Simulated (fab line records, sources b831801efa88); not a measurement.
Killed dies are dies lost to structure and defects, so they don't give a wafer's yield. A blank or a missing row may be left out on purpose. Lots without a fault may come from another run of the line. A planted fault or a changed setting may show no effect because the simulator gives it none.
Chamber matching | flow gf180mcu | GF_STI_ETCH_14 on rie_si-02: 4 sister chambers
The step etches Si in HBr/Cl2/O2, target depth 360 nm, time 102.9 s. 4 wafers are shown with their chamber, then 8 later ones without.

WAFERS WITH THEIR CHAMBER
wafer  | chamber | drypump_motor_current_A (A)
L338.2 | 3       | 5.90
L339.5 | 1       | 5.36
L339.6 | 0       | 5.64
L347.3 | 2       | 5.89

WAFERS WITHOUT THEIR CHAMBER
wafer  | drypump_motor_current_A (A)
L347.4 | 5.60
L347.6 | 5.63
L348.1 | 5.34
L348.3 | 5.84
L348.5 | 5.66
L352.1 | 5.91
L352.4 | 5.63
L352.5 | 5.36

WHICH CHAMBER EACH WENT THROUGH
wafer  | from the rows above     | in truth
L347.4 | 0                       | 0
L347.6 | 0                       | 0
L348.1 | 1                       | 1
L348.3 | can't be placed: 2 or 3 | 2
L348.5 | 0                       | 0
L352.1 | can't be placed: 3 or 2 | 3
L352.4 | 0                       | 0
L352.5 | 1                       | 1
Placed correctly: 6 of 8. Can't be placed from these rows: 2 (the true chamber is among the candidates in 2). Placed wrongly: 0.
How it was worked out, from the rows above alone: a wafer's distance from a chamber is the root of the sum, over the readings, of the square of ((its reading less the chamber's mean) divided by the reading's scatter). The wafer belongs to the nearest chamber; if the next one is less than 2 further off, it can't be placed. A chamber's mean is the mean of its shown wafers. The scatter: with one shown wafer a chamber, the root of the mean of the squares of how far each hidden wafer lies from its nearest shown one.
